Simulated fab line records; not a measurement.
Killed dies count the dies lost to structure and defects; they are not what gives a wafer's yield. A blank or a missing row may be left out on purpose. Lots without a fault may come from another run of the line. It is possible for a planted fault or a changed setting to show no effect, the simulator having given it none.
8D (eight disciplines) problem report, filled in by code + flow gf180mcu + the parts of the form that need people (team, actions taken, sign-off) are left out

== 1. THE ISSUE ==
Mean V4_W_RS at GF_V4_RS_MEAS_24: 0.800 ohm/sq over 4 wafers in 2 lots; fault-free wafers: 0.327 ohm/sq, standard deviation 0.005. Relative to the usual mean, that is a shift of +95 standard deviations.
The step: measures by four-point-probe.
First observed at day 27 00:31: wafer L470.1, on film_metro-04. Wafers with a number at this step in the record: 33, from 11 lots. The rule behind "out" and "out of limits": a value lying over 4 standard deviations away from the usual mean. The rest of the wafers with a number are treated as sound.

== 2. WHAT IT IS, WHAT IT ISN'T ==
| question                    | is                             | is not                                                                                             |
|-----------------------------|--------------------------------|----------------------------------------------------------------------------------------------------|
| which readings at this step | V4_W_RS                        | -                                                                                                  |
| which lots                  | L470, L472                     | L463, L464, L469, L471, L478, L481, L482, L483, L485                                               |
| which wafers of those lots  | L470.1, L472.1, L472.4, L472.6 | L470.3, L470.6                                                                                     |
| read on which gauges        | film_metro-02, film_metro-04   | film_metro-01                                                                                      |
| when                        | from day 27 00:31              | up to then (11 sound wafers); but 18 sound wafers of L471, L478, L481, L482, L483, L485 came after |

== 3. SUSPECTS, AND WHAT RULES EACH OUT ==
Counting: any tool at a process step up to the reading remains a suspect provided it ran every lot that is out. Sound lots after the first of them don't rule it out here, since some wafers of a struck lot are sound.
- ruled out: the gauge at GF_V4_RS_MEAS_24. Those wafers that are out were read across 2 gauges (film_metro-02, film_metro-04).
- cvd_w-02 at GF_V4_CVD_23 (deposits W, target thk 350 nm, time 104.9 s): kept. It ran every lot that is out, first L470 (day 27 00:25); its last sound lot up to then is L469 (day 26 21:37).
- Within cvd_w-02 at GF_V4_CVD_23: the wafers that are out ran in chamber 0; their sound lot-mates ran in chamber 1.
Remaining after the count: cvd_w-02 at GF_V4_CVD_23.

== 4. THE CAUSE (what the simulator had put in) ==
cvd_w-02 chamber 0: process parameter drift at GF_V4_CVD_23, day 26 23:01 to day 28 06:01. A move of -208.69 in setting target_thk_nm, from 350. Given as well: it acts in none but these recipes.
After counting, this tool was the only one left.

== 5. SEQUENCE OF EFFECTS, ordered by route ==
Each row: a reading whose mean over the struck wafers that have a number lies more than 3 standard deviations from the usual. Only readings whose record carries a usual standard deviation are examined. hours: median over the lots of the time between each lot's start at the first step of this table that gives one and its start at this step. sigmas: the change, counted in usual standard deviations.
| hours | step              | reading            | usual        | on struck wafers | change | sigmas |
|-------|-------------------|--------------------|--------------|------------------|--------|--------|
| 0     | GF_V4_RS_MEAS_24  | V4_W_RS            | 0.327 ohm/sq | 0.800            | +0.473 | +95    |
| 0     | GF_V4_THK_MEAS_25 | V4_W_THK           | 352 nm       | 146              | -206   | -37    |
| 0     | GF_V4_CMP_26      | time_to_endpoint_s | 83 s         | 36               | -46    | -11    |
Here are the process steps it includes:
- GF_V4_CMP_26: polishes, stops on SiO2, t overpolish 15 s, target thk 0 nm.

== 6. HOW IT WOULD HAVE BEEN CAUGHT EARLIER ==
Counted from the fault's start at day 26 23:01, it took 2 hours until the first out-of-limits reading at a measuring or inspecting step in this record, taken at day 27 00:31.
No tool reading at GF_V4_CVD_23 that has a usual standard deviation in the record was out on any struck wafer, so an alarm limit of 4 standard deviations on those readings would not have fired.
Of the lots that are out (2), L472 began GF_V4_CVD_23 on cvd_w-02 after day 27 00:31. Putting the tool on hold at that point would have spared it.
